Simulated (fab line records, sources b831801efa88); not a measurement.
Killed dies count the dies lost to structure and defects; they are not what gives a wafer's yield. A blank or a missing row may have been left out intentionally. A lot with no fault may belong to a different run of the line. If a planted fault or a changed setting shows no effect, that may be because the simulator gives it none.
Problem report, 8D (eight disciplines) form, completed by code | flow sky130 | the parts of the form that need people (team, actions taken, sign-off) are left out

1. WHAT WENT WRONG
beam energy keV at SKY_LDD_N_IMPLANT_10 reads a mean of 20.478 on 6 wafers of 2 lots; wafers without a fault read 20.000 with a standard deviation of 0.0066. Measured from the usual mean, that is +72 standard deviations.
The first sign was on wafer L343.2 at day 22 16:28, on implanter-01. At this step, 18 wafers from 6 lots have a number in the record. Rule for "out" (also "out of limits"): further than 4 standard deviations from the usual mean. The other wafers with a number count as sound.

2. WHAT IT IS, WHAT IT ISN'T
question                    | is                     | is not
which readings at this step | beam energy keV        | -
which lots                  | L343, L347             | L329, L331, L339, L352
which wafers of those lots  | all that have a number | -
read on which tools         | implanter-01           | implanter-02, implanter-03
when                        | from day 22 16:28      | up to then (9 sound wafers); but 3 sound wafers of L352 came after

3. THE SUSPECTS, EACH WITH WHAT RULES IT OUT
Counting: a tool at a process step up to the reading stays a suspect if it ran every lot that is out and no sound lot after the first of them.
- implanter-01 at SKY_LDD_N_IMPLANT_10: kept. Every lot that is out went through it, starting with L343 (day 22 16:28), and after that it ran no sound lot; the last sound lot it ran before then is L339 (day 21 12:38). Out on those wafers are its own readings of beam energy keV.
Remaining after the count: implanter-01 at SKY_LDD_N_IMPLANT_10.

4. THE CAUSE (what the simulator had put in)
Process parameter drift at SKY_LDD_N_IMPLANT_10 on implanter-01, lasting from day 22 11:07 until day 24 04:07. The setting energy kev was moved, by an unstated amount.
The count eliminated every tool but this one.

5. SEQUENCE OF EFFECTS, ordered by route
Each row: a reading where the mean over the struck wafers with a number is more than 3 standard deviations away from the usual. Only readings whose record carries a usual standard deviation are examined. hours: median over the lots of the time between each lot's start at the first step of this table that gives one and its start at this step. sigmas: the change, counted in usual standard deviations.
hours | step                 | reading         | usual  | on struck wafers | change | sigmas
0     | SKY_LDD_N_IMPLANT_10 | beam energy keV | 20.000 | 20.478           | +0.478 | +72
Its process steps:
- SKY_LDD_N_IMPLANT_10

6. WHAT WOULD HAVE CAUGHT IT SOONER
The fault began at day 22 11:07; the first out-of-limits reading in this record came at day 22 16:28, 5 hours later.
